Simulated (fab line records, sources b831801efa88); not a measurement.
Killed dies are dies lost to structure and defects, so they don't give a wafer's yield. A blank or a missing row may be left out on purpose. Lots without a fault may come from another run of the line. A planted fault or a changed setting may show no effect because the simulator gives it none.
One fault seen from 2 desks | flow gf180mcu | each desk has only its own numbers; what lay behind them comes last

THE METROLOGY DESK
What the gauges read, lot by lot, whatever tool the lot ran on: means of the sampled wafers that have a number. A lot is out of limits, marked OUT, if its mean lies more than 4 standard deviations from the usual mean; the brackets give that distance.
Columns: A = NWELL_TW at GF_NWELL_TW_MEAS_11, usual 1557; B = LVPWELL_OVL at GF_LVPWELL_OVL_MEAS_07, usual -1.1 nm; C = NWELL_RS at GF_VT_IMPLANT_RS_MEAS_47, usual 487.7 ohm/sq
lot  | first seen here | A               | B    | C
L163 | day 3 09:12     | 1556            | -1.5 | 486.4
L165 | day 3 20:55     | 1572            | 0.1  | 486.1
L168 | day 4 12:42     | 1449 (-9.8) OUT | -3.4 | 559.9 (+56) OUT
L169 | day 4 15:34     | 1462 (-8.6) OUT | -1.1 | 560.4 (+56) OUT
L170 | day 4 22:49     | 1566            | 0.1  | 489.5
L175 | day 6 00:35     | 1547            | -1.0 | 487.7
L177 | day 6 13:22     | 1546            | -1.5 | 487.4
L178 | day 6 19:38     | 1553            | -2.7 | 487.1
L181 | day 7 10:13     | 1565            | -1.4 | 486.8
L182 | day 7 17:06     | 1547            | -0.7 | 489.1
L183 | day 7 20:34     | 1541            | 0.4  | 486.7
L185 | day 8 08:37     | 1569            | -3.5 | 487.5
L186 | day 8 13:20     | 1564            | -0.1 | 489.3
This desk's finding: out of limits on L168, L169; first on L168, day 4 12:42 (NWELL_TW at GF_NWELL_TW_MEAS_11). In limits: L163, L165, L170, L175, L177, L178, L181, L182, L183, L185, L186.

THE TOOL OWNER'S DESK: implanter-02
The tool's own readings at GF_NWELL_IMPLANT_08: means of the sampled wafers that have a number, for each lot that ran on this tool. A lot is out of limits, marked OUT, if its mean lies more than 4 standard deviations from the usual mean; the brackets give that distance.
Columns: A = beam_on_s at GF_NWELL_IMPLANT_08, usual 10.01 s; B = end_station_pressure_torr at GF_NWELL_IMPLANT_08, usual 5.08e-06 Torr; C = faraday_current_uA at GF_NWELL_IMPLANT_08, usual 84.5
lot  | first seen here | A              | B        | C
L163 | day 3 08:49     | 10.07          | 5.13e-06 | 84.0
L168 | day 4 12:19     | 7.66 (-11) OUT | 4.95e-06 | 110.4 (+14) OUT
L169 | day 4 15:11     | 7.65 (-11) OUT | 5.09e-06 | 110.4 (+14) OUT
L185 | day 8 08:13     | 10.11          | 5.09e-06 | 83.5
L186 | day 8 12:56     | 9.99           | 5.11e-06 | 84.6
This desk's finding: out of limits on L168, L169; first on L168, day 4 12:19 (beam_on_s at GF_NWELL_IMPLANT_08). In limits: L163, L185, L186.

PUT TOGETHER
The tool owner's desk could have raised an alarm at day 4 12:19, on L168, L169.
The metrology desk could have raised an alarm at day 4 12:42, on L168, L169.
Of the lots named, all ran GF_NWELL_IMPLANT_08 on implanter-02.

WHAT THE SIMULATOR HAD PUT IN
Process parameter drift: implanter-02, from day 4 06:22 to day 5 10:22, at GF_NWELL_IMPLANT_08. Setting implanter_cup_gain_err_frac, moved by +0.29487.
Lots struck among those shown: L168, L169.
Hours from the fault's start to each desk's first reading out of limits: the tool owner's desk, 6; the metrology desk, 6.
